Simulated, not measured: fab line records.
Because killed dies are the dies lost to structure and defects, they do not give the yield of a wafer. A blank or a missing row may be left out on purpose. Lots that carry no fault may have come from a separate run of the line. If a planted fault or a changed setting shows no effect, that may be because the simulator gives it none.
Chamber matching | flow sky130 | 4 sister chambers for SKY_VIA2_CMP_02 on cmp-01
The step polishes SiO2. 4 wafers are shown with their chamber, then 12 later ones without.

WAFERS PAIRED WITH THEIR CHAMBERS
wafer  | chamber | motor-current-A (A)
L081.6 | 3       | 12.8
L089.2 | 0       | 12.7
L089.4 | 1       | 14.2
L089.6 | 2       | 12.5

WAFERS WITHOUT THEIR CHAMBER
wafer  | motor-current-A (A)
L091.1 | 12.6
L091.2 | 12.7
L091.4 | 14.5
L093.1 | 14.4
L093.3 | 12.9
L093.6 | 14.2
L097.1 | 11.6
L097.2 | 12.0
L097.6 | 13.9
L097.3 | 13.2
L097.4 | 12.8
L097.5 | 13.2

WHICH CHAMBER EACH WENT THROUGH
wafer  | from the rows above               | in truth
L091.1 | can't be placed: 0 or 2 or 3      | 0
L091.2 | can't be placed: 0 or 3 or 2      | 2
L091.4 | 1                                 | 1
L093.1 | 1                                 | 1
L093.3 | can't be placed: 3 or 0 or 2      | 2
L093.6 | 1                                 | 1
L097.1 | can't be placed: 2 or 0 or 3      | 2
L097.2 | can't be placed: 2 or 0 or 3      | 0
L097.6 | 1                                 | 1
L097.3 | can't be placed: 3 or 0 or 2 or 1 | 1
L097.4 | can't be placed: 3 or 0 or 2      | 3
L097.5 | can't be placed: 3 or 0 or 2 or 1 | 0
Correctly placed: 4 of 12. From these rows, 8 cannot be placed; in 8 the true chamber is one of the candidates. Number placed wrongly: 0.
How it was worked out, from the rows above alone: a wafer's distance from a chamber is the root of the sum, over the readings, of the square of ((its reading less the chamber's mean) divided by the reading's scatter). The wafer belongs to the nearest chamber; if the next one is less than 2 further off, it can't be placed. For every chamber, the mean is computed from those of its wafers that are shown. The scatter: with one shown wafer a chamber, the root of the mean of the squares of how far each hidden wafer lies from its nearest shown one.
